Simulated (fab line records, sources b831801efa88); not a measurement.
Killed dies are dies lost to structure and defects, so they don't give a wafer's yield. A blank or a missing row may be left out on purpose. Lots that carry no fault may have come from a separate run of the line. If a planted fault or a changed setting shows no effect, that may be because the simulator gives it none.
One fault seen from 2 desks | flow sky130 | each desk holds nothing but its own numbers, with what lay behind them at the end

FROM THE METROLOGY DESK
What the gauges read, lot by lot, whatever tool the lot ran on: means of the sampled wafers that have a number. If a lot's mean is further than 4 standard deviations from the usual mean, the lot is out of limits and carries the mark OUT (the distance appears in the brackets).
Columns: A = VIA3_BOW at SKY_VIA3_BOW_MEAS_03, usual 80 um
lot  | first seen here | A
L149 | day 39 02:35    | 78
L150 | day 40 00:08    | 79
L151 | day 40 02:06    | 94
L158 | day 41 21:55    | 82
L161 | day 42 15:41    | 84
L164 | day 43 17:04    | 90
L165 | day 44 04:28    | 73
L166 | day 44 09:34    | 72
L167 | day 44 13:57    | 73
L168 | day 44 18:17    | 83
L169 | day 45 01:59    | 73
L170 | day 45 05:07    | 77
This desk found nothing out of limits on any of the 12 lots.

AT THE TOOL OWNER'S DESK: rie metal-03
The tool's own readings at SKY_METAL4_METAL_ETCH_18 (etches the open film in Cl2/BCl3, stops on SiO2, target depth 845 nm, time 183.1 s): means of the sampled wafers that have a number, for each lot that ran on this tool. If a lot's mean is further than 4 standard deviations from the usual mean, the lot is out of limits and carries the mark OUT (the distance appears in the brackets).
Columns: A = drypump motor current A at SKY_METAL4_METAL_ETCH_18, usual 5.8 A; B = oes product au at SKY_METAL4_METAL_ETCH_18, usual 0.865 a.u.; C = throttle valve pct at SKY_METAL4_METAL_ETCH_18, usual 22.265 %
lot  | first seen here | A   | B     | C
L150 | day 43 03:54    | 5.6 | 0.864 | 22.269
L151 | day 43 05:05    | 6.1 | 0.868 | 22.263
L158 | day 44 21:05    | 5.6 | 0.865 | 22.259
This desk found nothing out of limits on any of the 3 lots.

ALL TOGETHER
The metrology desk saw nothing out of limits.
The tool owner's desk saw nothing out of limits.

WHAT THE SIMULATOR HAD PUT IN
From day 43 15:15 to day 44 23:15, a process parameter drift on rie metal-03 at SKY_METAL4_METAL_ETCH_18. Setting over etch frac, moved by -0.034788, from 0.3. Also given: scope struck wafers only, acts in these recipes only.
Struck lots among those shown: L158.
